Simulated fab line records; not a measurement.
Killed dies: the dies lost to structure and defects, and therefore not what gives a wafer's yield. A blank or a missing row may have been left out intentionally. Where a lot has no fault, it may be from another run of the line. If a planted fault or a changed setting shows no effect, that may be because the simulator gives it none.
Split-lot study / flow sky130 / 5 lots, 23 wafers read, on a route of 708 steps

## THE SPLIT ITSELF
At SKY_LI_CONTACT_COAT_07 (resist thk 450 nm), the setting resist thk nm was moved away from the recipe's 450 nm on 8 of the 23 wafers read, by -5.5% to +1.8%. The other wafers ran this setting at the recipe's value.

Reading taken at the split's own step.

## THE READING
KrF-thick_of_LI_CONTACT_COAT_07.thk nm (the simulator's own value, which no gauge read), in nm, at SKY_LI_CONTACT_COAT_07 (resist thk 450 nm). The file gives no usual value for it. Here, 15 wafers ran the recipe; their average is 449.6 nm with a standard deviation of 1 nm.

wafer=L077.1; tool, chamber at the split=litho track-04, 0; resist thk nm as run, nm=450; against the recipe=recipe; KrF-thick_of_LI_CONTACT_COAT_07.thk nm, nm=449.3; against lot-mates on the recipe=-
wafer=L077.2; tool, chamber at the split=litho track-04, 0; resist thk nm as run, nm=450; against the recipe=recipe; KrF-thick_of_LI_CONTACT_COAT_07.thk nm, nm=449.6; against lot-mates on the recipe=-
wafer=L077.5; tool, chamber at the split=litho track-04, 0; resist thk nm as run, nm=450; against the recipe=recipe; KrF-thick_of_LI_CONTACT_COAT_07.thk nm, nm=449.6; against lot-mates on the recipe=-
wafer=L077.4; tool, chamber at the split=litho track-04, 0; resist thk nm as run, nm=450; against the recipe=recipe; KrF-thick_of_LI_CONTACT_COAT_07.thk nm, nm=448; against lot-mates on the recipe=-
wafer=L077.6; tool, chamber at the split=litho track-04, 0; resist thk nm as run, nm=450; against the recipe=recipe; KrF-thick_of_LI_CONTACT_COAT_07.thk nm, nm=449; against lot-mates on the recipe=-
wafer=L078.1; tool, chamber at the split=litho track-04, 0; resist thk nm as run, nm=450; against the recipe=recipe; KrF-thick_of_LI_CONTACT_COAT_07.thk nm, nm=449.1; against lot-mates on the recipe=-
wafer=L078.2; tool, chamber at the split=litho track-04, 0; resist thk nm as run, nm=450; against the recipe=recipe; KrF-thick_of_LI_CONTACT_COAT_07.thk nm, nm=451.3; against lot-mates on the recipe=-
wafer=L078.3; tool, chamber at the split=litho track-04, 0; resist thk nm as run, nm=457.9; against the recipe=+1.8%; KrF-thick_of_LI_CONTACT_COAT_07.thk nm, nm=460; against lot-mates on the recipe=+9.8
wafer=L078.4; tool, chamber at the split=litho track-04, 0; resist thk nm as run, nm=457.9; against the recipe=+1.8%; KrF-thick_of_LI_CONTACT_COAT_07.thk nm, nm=457.3; against lot-mates on the recipe=+7.1
wafer=L078.5; tool, chamber at the split=litho track-04, 0; resist thk nm as run, nm=457.9; against the recipe=+1.8%; KrF-thick_of_LI_CONTACT_COAT_07.thk nm, nm=459; against lot-mates on the recipe=+8.8
wafer=L081.1; tool, chamber at the split=litho track-04, 0; resist thk nm as run, nm=450; against the recipe=recipe; KrF-thick_of_LI_CONTACT_COAT_07.thk nm, nm=448.1; against lot-mates on the recipe=-
wafer=L081.4; tool, chamber at the split=litho track-04, 0; resist thk nm as run, nm=450; against the recipe=recipe; KrF-thick_of_LI_CONTACT_COAT_07.thk nm, nm=449; against lot-mates on the recipe=-
wafer=L081.5; tool, chamber at the split=litho track-04, 0; resist thk nm as run, nm=450; against the recipe=recipe; KrF-thick_of_LI_CONTACT_COAT_07.thk nm, nm=450.4; against lot-mates on the recipe=-
wafer=L082.2; tool, chamber at the split=litho track-01, 0; resist thk nm as run, nm=429.4; against the recipe=-4.6%; KrF-thick_of_LI_CONTACT_COAT_07.thk nm, nm=430.6; against lot-mates on the recipe=-20.2
wafer=L082.3; tool, chamber at the split=litho track-01, 0; resist thk nm as run, nm=450; against the recipe=recipe; KrF-thick_of_LI_CONTACT_COAT_07.thk nm, nm=450; against lot-mates on the recipe=-
wafer=L082.4; tool, chamber at the split=litho track-01, 0; resist thk nm as run, nm=450; against the recipe=recipe; KrF-thick_of_LI_CONTACT_COAT_07.thk nm, nm=451.7; against lot-mates on the recipe=-
wafer=L082.5; tool, chamber at the split=litho track-01, 0; resist thk nm as run, nm=429.4; against the recipe=-4.6%; KrF-thick_of_LI_CONTACT_COAT_07.thk nm, nm=430.4; against lot-mates on the recipe=-20.5
wafer=L082.6; tool, chamber at the split=litho track-01, 0; resist thk nm as run, nm=429.4; against the recipe=-4.6%; KrF-thick_of_LI_CONTACT_COAT_07.thk nm, nm=431.1; against lot-mates on the recipe=-19.8
wafer=L085.1; tool, chamber at the split=litho track-01, 0; resist thk nm as run, nm=450; against the recipe=recipe; KrF-thick_of_LI_CONTACT_COAT_07.thk nm, nm=449.9; against lot-mates on the recipe=-
wafer=L085.2; tool, chamber at the split=litho track-01, 0; resist thk nm as run, nm=425.4; against the recipe=-5.5%; KrF-thick_of_LI_CONTACT_COAT_07.thk nm, nm=424.9; against lot-mates on the recipe=-24.9
wafer=L085.3; tool, chamber at the split=litho track-01, 0; resist thk nm as run, nm=450; against the recipe=recipe; KrF-thick_of_LI_CONTACT_COAT_07.thk nm, nm=449; against lot-mates on the recipe=-
wafer=L085.4; tool, chamber at the split=litho track-01, 0; resist thk nm as run, nm=425.4; against the recipe=-5.5%; KrF-thick_of_LI_CONTACT_COAT_07.thk nm, nm=425.3; against lot-mates on the recipe=-24.5
wafer=L085.5; tool, chamber at the split=litho track-01, 0; resist thk nm as run, nm=450; against the recipe=recipe; KrF-thick_of_LI_CONTACT_COAT_07.thk nm, nm=450.4; against lot-mates on the recipe=-

FIT RESULTS
A straight line over all 23 wafers: KrF-thick_of_LI_CONTACT_COAT_07.thk nm changes by +4.42 nm for each +1% of resist thk nm; r = +0.99; the points scatter about the line by 1.2 nm.
The same after taking each lot's own level away (the mean of its wafers on the recipe; 23 wafers): +4.51 nm for each +1%; r = +1.00; scatter 0.84 nm.
Per that fit: largest resist thk nm move, reading shift of 25 nm.
From 449.10 to 450.85 nm: that is the span of the lots' own levels, equal to 1.7 times the standard deviation above.
Consequently the slope shifts little with the lot-to-lot level, the two slopes agreeing.
Check: with one of the wafers moved furthest among these (-5.5%) left out of the fit, the line predicts -24.4 nm for it against its lot-mates. It came out at -24.9 nm against them.

## OTHER SPLITS APPLIED TO THESE WAFERS
Note: prior to the reading, these wafers also went through further splits. Each is held against what the fit with the lots' levels taken away leaves over:
other split on the same wafers=SKY_LDD_LDN_SOFTBAKE_03 temp c; wafers away from the commonest value=11; r with KrF-thick_of_LI_CONTACT_COAT_07.thk nm (lot level and that fit taken away)=-0.15
other split on the same wafers=SKY_LDD_LDN_IMPLANT_10 energy kev; wafers away from the commonest value=8; r with KrF-thick_of_LI_CONTACT_COAT_07.thk nm (lot level and that fit taken away)=+0.10
other split on the same wafers=SKY_RES_XHIGH_IMPLANT_07 energy kev; wafers away from the commonest value=9; r with KrF-thick_of_LI_CONTACT_COAT_07.thk nm (lot level and that fit taken away)=-0.07
other split on the same wafers=SKY_SD_N_STRIP_11 o2 flow sccm; wafers away from the commonest value=7; r with KrF-thick_of_LI_CONTACT_COAT_07.thk nm (lot level and that fit taken away)=+0.05
other split on the same wafers=SKY_LI_CONTACT_CMP_02 leave above ref nm; wafers away from the commonest value=9; r with KrF-thick_of_LI_CONTACT_COAT_07.thk nm (lot level and that fit taken away)=+0.17

## THE WHOLE CHAIN: every reading that the file lists as answering this split, in the file's order
step=SKY_LI_CONTACT_COAT_07; what it does=resist thk 450 nm; reading=KrF-thick_of_LI_CONTACT_COAT_07.thk nm (the simulator's own value, which no gauge read); change (the file's fit)=+4.49 nm for each +1% of the setting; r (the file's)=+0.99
step=SKY_LI_CONTACT_STRIP_16; what it does=strips in O2/N2; reading=strip time to endpoint s; change (the file's fit)=withheld for each +1% of the setting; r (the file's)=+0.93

## THE FILE'S OWN FIT
KrF-thick_of_LI_CONTACT_COAT_07.thk nm changes by +4.49 nm for each +1% of resist thk nm, r = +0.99.
